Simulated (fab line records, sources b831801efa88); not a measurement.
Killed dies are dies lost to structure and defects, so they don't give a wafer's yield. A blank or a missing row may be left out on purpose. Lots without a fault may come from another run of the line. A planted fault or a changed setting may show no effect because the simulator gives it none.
Problem report in the 8D (eight disciplines) form, filled by code | flow sky130 | the parts of the form that need people (team, actions taken, sign-off) are left out

1. THE PROBLEM
killed_at_M4_up at SKY_PAD_OPEN_PROBE_99 reads a mean of 64.5 on 2 wafers of 2 lots; wafers without a fault read 3.1 with a standard deviation of 1.9. That is +32 standard deviations from the usual mean.
First seen on wafer L966.5, day 49 16:41, on prober-01. The record holds 35 wafers of 12 lots with a number at this step. Rule for "out", or "out of limits": more than 4 standard deviations from the usual mean. The other wafers with a number count as sound.

2. WHAT IT IS AND WHAT IT IS NOT
question                    | is                                    | is not
which readings at this step | killed_at_M4_up, sort_bin_3_pad_short | killed_at_contacts, killed_at_front_end, killed_at_other, killed_short, sort_bin_6_memory, sort_bin_8_speed
which lots                  | L966, L969                            | L951, L952, L953, L955, L957, L958, L960, L962, L968, L972
which wafers of those lots  | L966.5, L969.1                        | L966.4, L969.3, L969.6
read on which tools         | prober-01, prober-02                  | -
when                        | from day 49 16:41                     | up to then (25 sound wafers); but 8 sound wafers of L968, L969, L972 came after

3. SUSPECTS, AND WHAT RULES EACH OUT
Counting: a tool at a process step up to the reading stays a suspect if it ran every lot that is out. Sound lots after the first of them don't rule it out here, since some wafers of a struck lot are sound.
- pvd_sputter-02 at SKY_VIA4_SPUTTER_17 (material TiN, target thk 20 nm, time 80 s): kept. It ran every lot that is out, first L966 (day 47 04:40); its last sound lot up to then is L962 (day 46 01:28).
Left after counting: pvd_sputter-02 at SKY_VIA4_SPUTTER_17.

4. THE CAUSE (what the simulator had put in)
Chamber particle source: pvd_sputter-02, from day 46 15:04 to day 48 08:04, at SKY_VIA4_SPUTTER_17. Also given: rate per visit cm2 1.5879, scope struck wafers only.
Counting left only this tool.

5. THE CHAIN OF EFFECTS, in route order
Each row: a reading whose mean over the struck wafers that have a number lies more than 3 standard deviations from the usual. Only readings for which the record gives a usual standard deviation are gone through. hours: the time from each lot's start at the first step in this table that gives one to its start at this step, as a median over the lots. sigmas: the change in usual standard deviations.
hours | step                  | reading              | usual  | on struck wafers | change | sigmas
0     | SKY_PAD_OPEN_PROBE_99 | defect_limited_yield | 82.8 % | 73.7             | -9.1   | -4.4
0     | SKY_PAD_OPEN_PROBE_99 | killed_at_M4_up      | 3.1    | 64.5             | +61.4  | +32
0     | SKY_PAD_OPEN_PROBE_99 | killed_dies          | 84     | 130              | +46    | +4.5
0     | SKY_PAD_OPEN_PROBE_99 | sort_bin_3_pad_short | 0.9 %  | 4.9              | +4.0   | +8.3
0     | SKY_PAD_OPEN_PROBE_99 | sort_bin_5_function  | 10.1 % | 15.8             | +5.7   | +4.0
0     | SKY_PAD_OPEN_PROBE_99 | sort_n_pass          | 408    | 362              | -46    | -4.5
0     | SKY_PAD_OPEN_PROBE_99 | sort_yield_pct       | 82.8 % | 73.7             | -9.1   | -4.4
The process steps in it:
- SKY_PAD_OPEN_PROBE_99

6. WHAT WOULD HAVE CAUGHT IT SOONER
In this record the first reading out of limits was taken at day 49 16:41, 74 hours after the fault began at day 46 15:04.
Of the tool readings at SKY_VIA4_SPUTTER_17 for which the record gives a usual standard deviation, none was out on any struck wafer, so an alarm limit of 4 standard deviations on them would not have fired.
All the lots that are out (2) had begun SKY_VIA4_SPUTTER_17 on pvd_sputter-02 by day 49 16:41. A hold on the tool at that time would have spared none of them.
